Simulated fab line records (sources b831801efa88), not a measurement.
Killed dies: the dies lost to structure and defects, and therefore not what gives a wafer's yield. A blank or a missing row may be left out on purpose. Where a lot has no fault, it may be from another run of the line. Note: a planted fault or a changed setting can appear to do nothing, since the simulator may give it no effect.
Chamber matching ; flow sky130 ; SKY_VIA2_CMP_02 on cmp-02: 4 sister chambers
The step polishes SiO2. 4 wafers are shown with their chamber, then 7 later ones without.

## EACH WAFER AND ITS CHAMBER
wafer;chamber;motor current A (A)
L205.4;2;15.1
L211.5;3;14.0
L219.2;0;11.8
L219.3;1;10.6

## WAFERS WITH NO CHAMBER GIVEN
wafer;motor current A (A)
L219.5;12.0
L218.1;10.5
L218.2;15.6
L218.6;10.3
L222.2;13.9
L222.3;15.6
L222.4;10.2

## THE CHAMBER EACH PASSED THROUGH
wafer;from the rows above;in truth
L219.5;0;0
L218.1;1;1
L218.2;2;2
L218.6;1;1
L222.2;3;3
L222.3;2;2
L222.4;1;1
Placed correctly: 7 of 7. Can't be placed from these rows: 0. Number placed wrongly: 0.
How it was worked out, from the rows above alone: a wafer's distance from a chamber is the root of the sum, over the readings, of the square of ((its reading less the chamber's mean) divided by the reading's scatter). The wafer belongs to the nearest chamber; if the next one is less than 2 further off, it can't be placed. For every chamber, the mean is computed from those of its wafers that are shown. The scatter (one wafer shown for each chamber): square how far every hidden wafer sits from the nearest shown wafer, average those squares and take the square root.
